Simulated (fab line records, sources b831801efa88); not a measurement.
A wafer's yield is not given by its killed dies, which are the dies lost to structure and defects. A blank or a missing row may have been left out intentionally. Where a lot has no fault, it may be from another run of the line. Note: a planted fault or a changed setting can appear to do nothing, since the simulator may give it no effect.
The same fault as seen by 2 desks | flow gf180mcu | only its own numbers are on each desk; what lay behind them is given at the end

## TOOL OWNER'S DESK, krfScanner-02
The tool's own readings at GF_V1_EXPOSE_11 (exposes mask Via1, target cd 260 nm): means of the sampled wafers that have a number, for each lot that ran on this tool. Marked OUT: a lot whose mean sits more than 4 standard deviations from the usual mean, which makes it out of limits; the brackets give that distance.
Columns: A = exposureDoseMJCm2 at GF_V1_EXPOSE_11, usual 37.97; B = reticleTempC at GF_V1_EXPOSE_11, usual 22.98 C
lot  | first seen here | A               | B
L690 | day 19 21:44    | 38.04           | 22.92
L691 | day 20 03:44    | 37.98           | 23.08
L692 | day 20 07:53    | 37.99           | 23.07
L693 | day 20 13:04    | 37.96           | 23.01
L695 | day 21 18:31    | 37.99           | 22.99
L697 | day 22 02:49    | 37.98           | 22.88
L704 | day 24 16:29    | 35.41 (-69) OUT | 22.93
L705 | day 24 19:08    | 35.45 (-68) OUT | 22.89
L707 | day 25 07:13    | 36.36 (-44) OUT | 23.01
This desk's finding: out of limits on L704, L705, L707; first on L704, day 24 16:29 (exposureDoseMJCm2 at GF_V1_EXPOSE_11). In limits: L690, L691, L692, L693, L695, L697.

## AT THE METROLOGY DESK
What the gauges read for every lot (on any tool): the sampled wafers with a number, averaged. Marked OUT: a lot whose mean sits more than 4 standard deviations from the usual mean, which makes it out of limits; the brackets give that distance.
Columns: A = cdNm at GF_V1_CD_MEAS_14, usual 260.3 nm; B = V1_W_RS at GF_V1_RS_MEAS_24, usual 0.327 ohm/sq
lot  | first seen here | A                | B
L688 | day 19 16:05    | 261.4            | 0.328
L689 | day 19 22:14    | 259.9            | 0.326
L690 | day 20 09:52    | 260.8            | 0.325
L691 | day 20 15:20    | 261.1            | 0.327
L692 | day 20 19:40    | 261.2            | 0.330
L693 | day 21 00:34    | 261.7            | 0.328
L695 | day 22 06:10    | 261.5            | 0.330
L697 | day 22 13:52    | 260.5            | 0.326
L704 | day 25 03:17    | 250.5 (-7.0) OUT | 0.329
L705 | day 25 05:32    | 250.7 (-6.8) OUT | 0.328
L707 | day 25 17:26    | 250.3 (-7.1) OUT | 0.325
L708 | day 26 00:42    | 261.0            | 0.331
This desk's finding: out of limits on L704, L705, L707; first on L704, day 25 03:17 (cdNm at GF_V1_CD_MEAS_14). In limits: L688, L689, L690, L691, L692, L693, L695, L697, L708.

## ALL TOGETHER
The tool owner's desk could have raised an alarm at day 24 16:29, on L704, L705, L707.
On L704, L705, L707, the metrology desk was in a position to raise an alarm at day 25 03:17.
The lots listed all ran GF_V1_EXPOSE_11 on krfScanner-02.

## WHAT THE SIMULATOR PUT IN
Process parameter drift: krfScanner-02, from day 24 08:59 on, at GF_V1_EXPOSE_11. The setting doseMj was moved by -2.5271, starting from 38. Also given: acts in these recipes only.
Shown lots that were struck: L704, L705, L707.
Hours from the fault's start to each desk's first reading out of limits: the tool owner's desk, 8; the metrology desk, 18.
